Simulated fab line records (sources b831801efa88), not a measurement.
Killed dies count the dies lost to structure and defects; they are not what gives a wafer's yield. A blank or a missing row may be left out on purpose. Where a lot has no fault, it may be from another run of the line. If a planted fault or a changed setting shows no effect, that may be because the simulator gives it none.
The tool behind it: which one? | flow sky130 | 39 wafers from 13 lots sampled at 5 of the route's 708 steps

WHAT THE GAUGES SHOWED, per wafer
SKY_NWELL_OVL_MEAS_10.
lot  | measured     | on         | NWELL_00_OVL (nm)
L485 | day 5 03:19  | overlay-01 | -0.1 1.3 1.2
L486 | day 5 11:25  | overlay-01 | 0.9 0.3 0.6
L489 | day 6 02:35  | overlay-02 | 1.4 1.5 0.8
L490 | day 6 03:51  | overlay-01 | 0.4 -0.6 1.1
L491 | day 6 11:57  | overlay-02 | 0.5 0.0 1.6
L492 | day 6 19:23  | overlay-01 | -0.1 0.5 -0.8
L493 | day 7 05:48  | overlay-01 | -0.2 -0.1 0.3
L494 | day 7 10:20  | overlay-02 | -1.0 0.6 2.0
L502 | day 9 10:33  | overlay-01 | 0.8 -0.4 1.3
L503 | day 9 15:37  | overlay-01 | 0.2 1.9 1.3
L504 | day 9 17:45  | overlay-01 | 1.5 0.8 1.3
L505 | day 9 22:06  | overlay-01 | 0.3 -0.6 -0.7
L506 | day 10 04:42 | overlay-01 | 0.1 -1.7 -1.1

SKY_NWELL_TW_MEAS_15.
lot  | measured     | on            | NWELL_TW
L485 | day 5 03:55  | film-metro-01 | 1837 1833 1834
L486 | day 5 12:01  | film-metro-04 | 1809 1811 1807
L489 | day 6 03:11  | film-metro-04 | 1811 1807 1806
L490 | day 6 04:26  | film-metro-04 | 1814 1813 1812
L491 | day 6 12:32  | film-metro-04 | 1806 1818 1808
L492 | day 6 19:59  | film-metro-04 | 1809 1812 1812
L493 | day 7 06:23  | film-metro-04 | 1785 1795 1794
L494 | day 7 10:55  | film-metro-01 | 919 909 900
L502 | day 9 11:08  | film-metro-01 | 1827 1841 1835
L503 | day 9 16:12  | film-metro-03 | 1831 1835 1834
L504 | day 9 18:21  | film-metro-01 | 1839 1842 1834
L505 | day 9 22:41  | film-metro-01 | 1842 1833 1841
L506 | day 10 05:17 | film-metro-04 | 1801 1801 1806

WHAT TOOL EACH LOT RAN ON (gives the tool, then ch and the chambers of the sampled wafers, and finally the start)
lot  | SKY_FIELD_ISO_STRIP_16              | SKY_PWDE_STRIP_09                   | SKY_NWELL_STRIP_14
L485 | plasma-asher-03 ch 0,1, day 2 18:15 | plasma-asher-04 ch 0,1, day 4 09:57 | plasma-asher-01 ch 0,1, day 5 03:49
L486 | plasma-asher-01 ch 0,1, day 3 01:01 | plasma-asher-04 ch 0,1, day 4 17:43 | plasma-asher-01 ch 0,1, day 5 11:55
L489 | plasma-asher-03 ch 0,1, day 3 12:43 | plasma-asher-04 ch 0,1, day 5 07:55 | plasma-asher-01 ch 0,1, day 6 03:06
L490 | plasma-asher-03 ch 0,1, day 3 17:16 | plasma-asher-02 ch 0,1, day 5 09:45 | plasma-asher-02 ch 0,1, day 6 04:20
L491 | plasma-asher-03 ch 0,1, day 3 21:05 | plasma-asher-03 ch 0,1, day 5 16:34 | plasma-asher-01 ch 0,1, day 6 12:26
L492 | plasma-asher-01 ch 0,1, day 4 03:40 | plasma-asher-03 ch 0,1, day 5 23:36 | plasma-asher-01 ch 0,1, day 6 19:54
L493 | plasma-asher-02 ch 0,1, day 4 11:31 | plasma-asher-04 ch 0,1, day 6 09:51 | plasma-asher-01 ch 0,1, day 7 06:17
L494 | plasma-asher-02 ch 0, day 4 16:17   | plasma-asher-03 ch 0,1, day 6 15:36 | plasma-asher-04 ch 1, day 7 10:49
L502 | plasma-asher-02 ch 0,1, day 6 11:31 | plasma-asher-02 ch 0,1, day 8 12:56 | plasma-asher-02 ch 0,1, day 9 11:02
L503 | plasma-asher-02 ch 0,1, day 6 14:41 | plasma-asher-03 ch 0,1, day 8 18:04 | plasma-asher-04 ch 0,1, day 9 16:05
L504 | plasma-asher-01 ch 0,1, day 6 19:01 | plasma-asher-02 ch 0,1, day 8 20:11 | plasma-asher-01 ch 0,1, day 9 18:15
L505 | plasma-asher-02 ch 0,1, day 6 23:34 | plasma-asher-03 ch 0, day 9 00:20   | plasma-asher-04 ch 0,1, day 9 22:35
L506 | plasma-asher-02 ch 0,1, day 7 04:58 | plasma-asher-02 ch 0,1, day 9 07:03 | plasma-asher-02 ch 0,1, day 10 05:11
- SKY_FIELD_ISO_STRIP_16: strips in O2/N2.
- SKY_PWDE_STRIP_09: strips in O2/N2.
- SKY_NWELL_STRIP_14: strips in O2/N2.

AS READ BY THE TOOLS THEMSELVES (means over the sampled wafers that have a number; for cases with no such wafer, the mark the record gives instead)
SKY_FIELD_ISO_STRIP_16.
lot  | tool            | drypump-motor-current-A (A) | oes-product-au (a.u.) | strip-time-to-endpoint-s (s)
L485 | plasma-asher-03 | 6.1                         | 0.375                 | 3.52
L486 | plasma-asher-01 | 4.9                         | 0.376                 | 3.51
L489 | plasma-asher-03 | 6.1                         | 0.382                 | 3.52
L490 | plasma-asher-03 | 5.7                         | 0.378                 | 3.52
L491 | plasma-asher-03 | 6.1                         | 0.380                 | 3.56
L492 | plasma-asher-01 | 4.9                         | 0.378                 | 3.53
L493 | plasma-asher-02 | 6.0                         | 0.375                 | 3.56
L494 | plasma-asher-02 | 6.5                         | 0.373                 | 3.53
L502 | plasma-asher-02 | 6.3                         | 0.377                 | 3.55
L503 | plasma-asher-02 | 6.3                         | 0.372                 | 3.54
L504 | plasma-asher-01 | 4.9                         | 0.376                 | 3.54
L505 | plasma-asher-02 | 6.3                         | 0.376                 | 3.53
L506 | plasma-asher-02 | 6.3                         | 0.378                 | 3.51

SKY_PWDE_STRIP_09.
lot  | tool            | drypump-motor-current-A (A) | oes-product-au (a.u.) | strip-time-to-endpoint-s (s)
L485 | plasma-asher-04 | 5.7                         | 0.727                 | 36.85
L486 | plasma-asher-04 | 5.9                         | 0.720                 | 36.87
L489 | plasma-asher-04 | 5.8                         | 0.720                 | 36.87
L490 | plasma-asher-02 | 6.2                         | 0.723                 | 36.98
L491 | plasma-asher-03 | 6.1                         | 0.718                 | 36.96
L492 | plasma-asher-03 | 5.7                         | 0.720                 | 36.90
L493 | plasma-asher-04 | 5.7                         | 0.716                 | 36.94
L494 | plasma-asher-03 | 5.7                         | 0.959                 | -
L502 | plasma-asher-02 | 6.0                         | 0.722                 | 36.95
L503 | plasma-asher-03 | 5.7                         | 0.727                 | 37.13
L504 | plasma-asher-02 | 6.0                         | 0.725                 | 36.87
L505 | plasma-asher-03 | 5.4                         | 0.720                 | 36.92
L506 | plasma-asher-02 | 6.3                         | 0.720                 | 36.85

SKY_NWELL_STRIP_14.
lot  | tool            | drypump-motor-current-A (A) | oes-product-au (a.u.) | strip-time-to-endpoint-s (s)
L485 | plasma-asher-01 | 4.9                         | 0.724                 | 36.96
L486 | plasma-asher-01 | 4.9                         | 0.724                 | 37.03
L489 | plasma-asher-01 | 4.9                         | 0.720                 | 36.96
L490 | plasma-asher-02 | 6.0                         | 0.723                 | 36.90
L491 | plasma-asher-01 | 4.9                         | 0.722                 | 37.00
L492 | plasma-asher-01 | 4.9                         | 0.725                 | 36.82
L493 | plasma-asher-01 | 4.8                         | 0.726                 | 36.96
L494 | plasma-asher-04 | 6.0                         | 0.727                 | 49.74
L502 | plasma-asher-02 | 6.0                         | 0.727                 | 37.08
L503 | plasma-asher-04 | 5.9                         | 0.722                 | 36.86
L504 | plasma-asher-01 | 4.9                         | 0.724                 | 36.93
L505 | plasma-asher-04 | 5.7                         | 0.721                 | 36.90
L506 | plasma-asher-02 | 6.3                         | 0.721                 | 36.98

THE ANSWER, worked out from the rows above alone
Rule: the lots themselves supply what counts as usual. The widest of any qualifying gaps counts: lots, ordered by their means at a reading, are off when they make up no more than a third of the lots, leave a main group of 4 or more, and stand apart from it by 3 or more times the standard deviation of that group's means. The tables above print the reading to a certain number of digits; a main group whose means all agree to those digits is not used. A lot without any number at a reading at which 4 lots or more have one is off too. All remaining lots with rows at the step are treated as sound. Order of review: gauges by route order, followed by the tools' own readings, for which a lot's mean as printed above is used. The first step at which some lot is off is used, and at that step the reading that is off furthest; a lot without a number counts as furthest.
Off: L494, at SKY_NWELL_TW_MEAS_15 (NWELL_TW). Main group: mean 1819, sd 15.
If a tool, at a process step before that reading, ran all the lots that are off and no sound lot after the first of them, it fits. The gauges at SKY_NWELL_TW_MEAS_15 aren't tried: what is off there is off at SKY_PWDE_STRIP_09 too, on other tools, and a gauge's error can't cause that. None of those tried fits.

WHAT HAD BEEN PUT IN BY THE SIMULATOR
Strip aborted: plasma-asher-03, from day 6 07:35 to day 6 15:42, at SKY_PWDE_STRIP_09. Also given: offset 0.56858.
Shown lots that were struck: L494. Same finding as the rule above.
